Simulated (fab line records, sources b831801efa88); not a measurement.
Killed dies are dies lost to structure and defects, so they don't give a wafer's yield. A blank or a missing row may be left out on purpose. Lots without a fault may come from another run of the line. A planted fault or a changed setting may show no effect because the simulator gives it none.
Which tool did it? | flow gf180mcu | 14 lots, 42 wafers sampled, at 4 steps of a route of 602

WHAT THE GAUGES READ, wafer by wafer
GF_TOP_METAL_CD_MEAS_14: target cd 440 nm. Usual: cd_nm 440.2 nm, standard deviation 2.6.
lot  | measured     | on        | cd_nm (nm)        | flag
L590 | day 27 23:12 | cd_sem-02 | 439.0 436.1 438.6 |
L592 | day 28 20:21 | cd_sem-02 | 439.2 437.7 439.7 |
L593 | day 28 21:32 | cd_sem-02 | 441.6 440.6 442.5 |
L594 | day 29 15:37 | cd_sem-02 | 440.4 440.9 439.7 |
L596 | day 29 23:20 | cd_sem-01 | 437.2 438.9 440.4 |
L597 | day 30 08:15 | cd_sem-01 | 439.0 437.9 438.3 |
L598 | day 30 16:39 | cd_sem-02 | 439.0 440.2 440.2 |
L602 | day 31 19:15 | cd_sem-02 | 445.2 444.3 440.6 |
L606 | day 32 16:41 | cd_sem-01 | 443.2 442.9 446.3 |
L607 | day 32 22:08 | cd_sem-02 | 441.3 439.3 441.9 |
L610 | day 33 19:04 | cd_sem-01 | 440.0 439.4 438.0 |
L611 | day 33 18:36 | cd_sem-02 | 438.8 439.5 440.6 |
L612 | day 34 01:44 | cd_sem-01 | 443.0 442.9 442.8 |
L613 | day 34 06:19 | cd_sem-02 | 442.9 442.8 440.0 |

WHICH TOOL RAN EACH LOT (tool, then ch and the chambers of the sampled wafers, then the start)
lot  | GF_V2_CMP_04                  | GF_V5_CVD_02                    | GF_V5_CVD_23
L590 | cmp-01 ch 1,3, day 19 01:44   | pecvd-01 ch 0,2, day 26 04:33   | cvd_w-01 ch 1, day 27 02:38
L592 | cmp-02 ch 0,1, day 20 03:06   | pecvd-02 ch 0,1, day 27 02:51   | cvd_w-01 ch 0,1, day 27 23:52
L593 | cmp-01 ch 2,3, day 20 05:53   | pecvd-01 ch 0,1,2, day 27 04:01 | cvd_w-01 ch 0,1, day 28 01:10
L594 | cmp-01 ch 0,2,3, day 21 02:01 | pecvd-01 ch 0,1,2, day 27 22:42 | cvd_w-01 ch 0,1, day 28 19:16
L596 | cmp-01 ch 0,2,3, day 21 14:23 | pecvd-02 ch 0,1,2, day 28 07:43 | cvd_w-02 ch 0,1, day 29 04:03
L597 | cmp-01 ch 0,1,3, day 22 01:19 | pecvd-03 ch 1,2, day 28 16:29   | cvd_w-01 ch 0,1, day 29 13:06
L598 | cmp-01 ch 0,1, day 22 10:25   | pecvd-03 ch 0,1,2, day 29 01:08 | cvd_w-01 ch 0,1, day 29 21:54
L602 | cmp-02 ch 0,1,2, day 23 21:05 | pecvd-02 ch 0,1, day 30 04:39   | cvd_w-01 ch 1, day 31 00:55
L606 | cmp-02 ch 0,1,3, day 25 00:20 | pecvd-03 ch 0,1,2, day 31 04:58 | cvd_w-02 ch 0,1, day 31 23:21
L607 | cmp-02 ch 0,1,2, day 25 07:41 | pecvd-01 ch 0,2, day 31 10:17   | cvd_w-02 ch 0,1, day 32 05:07
L610 | cmp-02 ch 1,2,3, day 26 04:56 | pecvd-03 ch 0,1,2, day 32 04:16 | cvd_w-01 ch 0,1, day 32 22:04
L611 | cmp-01 ch 0,3, day 26 12:26   | pecvd-01 ch 0,2, day 32 08:41   | cvd_w-02 ch 0,1, day 33 02:43
L612 | cmp-02 ch 0,2, day 26 18:39   | pecvd-01 ch 1,2, day 32 15:17   | cvd_w-01 ch 0,1, day 33 08:35
L613 | cmp-01 ch 0,1, day 27 02:28   | pecvd-01 ch 0,1,2, day 32 20:39 | cvd_w-01 ch 0,1, day 33 14:05
- GF_V2_CMP_04: polishes SiO2.
- GF_V5_CVD_02: deposits SiO2 from TEOS, target thk 1450 nm, time 163.28 s.
- GF_V5_CVD_23: deposits W, target thk 350 nm, time 104.9 s.

WHAT THE TOOLS THEMSELVES READ (means of the sampled wafers that have a number; where no wafer has one, the mark that the record gives instead)
GF_V2_CMP_04. Usual: motor_current_A 11.9 A, standard deviation 0.71; time_to_endpoint_s 82 s, standard deviation 7.3.
lot  | tool   | motor_current_A (A) | time_to_endpoint_s (s) | flag
L590 | cmp-01 | 11.6                | 74                     |
L592 | cmp-02 | 11.9                | 79                     |
L593 | cmp-01 | 12.0                | 83                     |
L594 | cmp-01 | 12.5                | 80                     |
L596 | cmp-01 | 12.3                | 79                     |
L597 | cmp-01 | 12.0                | 77                     |
L598 | cmp-01 | 12.8                | 77                     |
L602 | cmp-02 | 11.9                | 84                     |
L606 | cmp-02 | 12.0                | 85                     |
L607 | cmp-02 | 11.9                | 83                     |
L610 | cmp-02 | 11.2                | 94                     |
L611 | cmp-01 | 12.7                | 75                     |
L612 | cmp-02 | 11.6                | 87                     |
L613 | cmp-01 | 12.5                | 69                     |

GF_V5_CVD_02. Usual: heater_power_w 677 W, standard deviation 88.
lot  | tool     | heater_power_w (W) | flag
L590 | pecvd-01 | 705                |
L592 | pecvd-02 | 647                |
L593 | pecvd-01 | 704                |
L594 | pecvd-01 | 636                |
L596 | pecvd-02 | 709                |
L597 | pecvd-03 | 638                |
L598 | pecvd-03 | 683                |
L602 | pecvd-02 | 643                |
L606 | pecvd-03 | 661                |
L607 | pecvd-01 | 734                |
L610 | pecvd-03 | 644                |
L611 | pecvd-01 | 677                |
L612 | pecvd-01 | 743                |
L613 | pecvd-01 | 670                |

GF_V5_CVD_23. Usual: heater_power_w 808 W, standard deviation 40.
lot  | tool     | heater_power_w (W) | flag
L590 | cvd_w-01 | 820                |
L592 | cvd_w-01 | 817                |
L593 | cvd_w-01 | 775                |
L594 | cvd_w-01 | 776                |
L596 | cvd_w-02 | 826                |
L597 | cvd_w-01 | 801                |
L598 | cvd_w-01 | 770                |
L602 | cvd_w-01 | 828                |
L606 | cvd_w-02 | 833                |
L607 | cvd_w-02 | 837                |
L610 | cvd_w-01 | 773                |
L611 | cvd_w-02 | 814                |
L612 | cvd_w-01 | 798                |
L613 | cvd_w-01 | 820                |

THE ANSWER, worked out from the rows above alone
Rule: a lot is off if the mean of its wafers that have a number lies more than 3 standard deviations from the usual mean. A lot without any number at a reading at which 4 lots or more have one is off too. The other lots that the step has rows for count as sound. The gauges are gone through in route order, then the tools' own readings, and for those a lot's mean is taken as printed above. The first step at which some lot is off is used, and at that step the reading that is off furthest; a lot without a number counts as furthest.
No lot is off at any reading shown: from this, nothing can be told.

WHAT THE SIMULATOR HAD PUT IN
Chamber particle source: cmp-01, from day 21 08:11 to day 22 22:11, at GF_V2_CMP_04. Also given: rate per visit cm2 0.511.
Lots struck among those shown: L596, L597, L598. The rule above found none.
